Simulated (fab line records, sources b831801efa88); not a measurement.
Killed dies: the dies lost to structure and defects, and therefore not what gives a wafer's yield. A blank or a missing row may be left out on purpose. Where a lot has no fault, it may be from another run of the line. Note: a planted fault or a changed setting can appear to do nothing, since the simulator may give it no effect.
The same fault as seen by 2 desks || flow sfqLine || only its own numbers are on each desk; what lay behind them is given at the end

## FOR THE TOOL OWNER'S DESK: lithoTrack-01
The tool's own readings at SFQ_TRILAYER_I6_VIA_LITHO_COAT_169 (resist thk 650 nm): means of the sampled wafers that have a number, for each lot that ran on this tool. If a lot's mean is further than 4 standard deviations from the usual mean, the lot is out of limits and carries the mark OUT (the distance appears in the brackets).
Columns: A = exhaustPa at SFQ_TRILAYER_I6_VIA_LITHO_COAT_169, usual 45.0 Pa
{"lot": "L907", "first seen here": "day 76 17:14", "A": 44.2}
{"lot": "L912", "first seen here": "day 77 04:40", "A": 45.8}
{"lot": "L913", "first seen here": "day 77 10:33", "A": 44.5}
{"lot": "L914", "first seen here": "day 77 17:08", "A": 44.0}
This desk found nothing out of limits on any of the 4 lots.

## AT THE METROLOGY DESK
What the gauges read, lot by lot, whatever tool the lot ran on: means of the sampled wafers that have a number. If a lot's mean is further than 4 standard deviations from the usual mean, the lot is out of limits and carries the mark OUT (the distance appears in the brackets).
Columns: A = M6_OVL at SFQ_M6_OVL_MEAS_940, usual 0 nm; B = I6_BOW at SFQ_I6_BOW_MEAS_941, usual 5 um; C = I6_OVL at SFQ_I6_OVL_MEAS_942, usual 1 nm
{"lot": "L907", "first seen here": "day 76 10:19", "A": 5, "B": -15, "C": -2}
{"lot": "L910", "first seen here": "day 76 16:49", "A": -3, "B": 1, "C": -2}
{"lot": "L912", "first seen here": "day 76 22:49", "A": 6, "B": 10, "C": 6}
{"lot": "L913", "first seen here": "day 77 04:49", "A": -1, "B": 12, "C": -1}
{"lot": "L914", "first seen here": "day 77 09:36", "A": 5, "B": 1, "C": -1}
{"lot": "L915", "first seen here": "day 77 15:36", "A": 0, "B": -1, "C": 7}
{"lot": "L918", "first seen here": "day 77 23:33", "A": -3, "B": 4, "C": -6}
This desk found nothing out of limits on any of the 7 lots.

## ALL TOGETHER
The desk of the tool owner found nothing out of limits.
The metrology desk saw nothing out of limits.

## WHAT THE SIMULATOR HAD PUT IN
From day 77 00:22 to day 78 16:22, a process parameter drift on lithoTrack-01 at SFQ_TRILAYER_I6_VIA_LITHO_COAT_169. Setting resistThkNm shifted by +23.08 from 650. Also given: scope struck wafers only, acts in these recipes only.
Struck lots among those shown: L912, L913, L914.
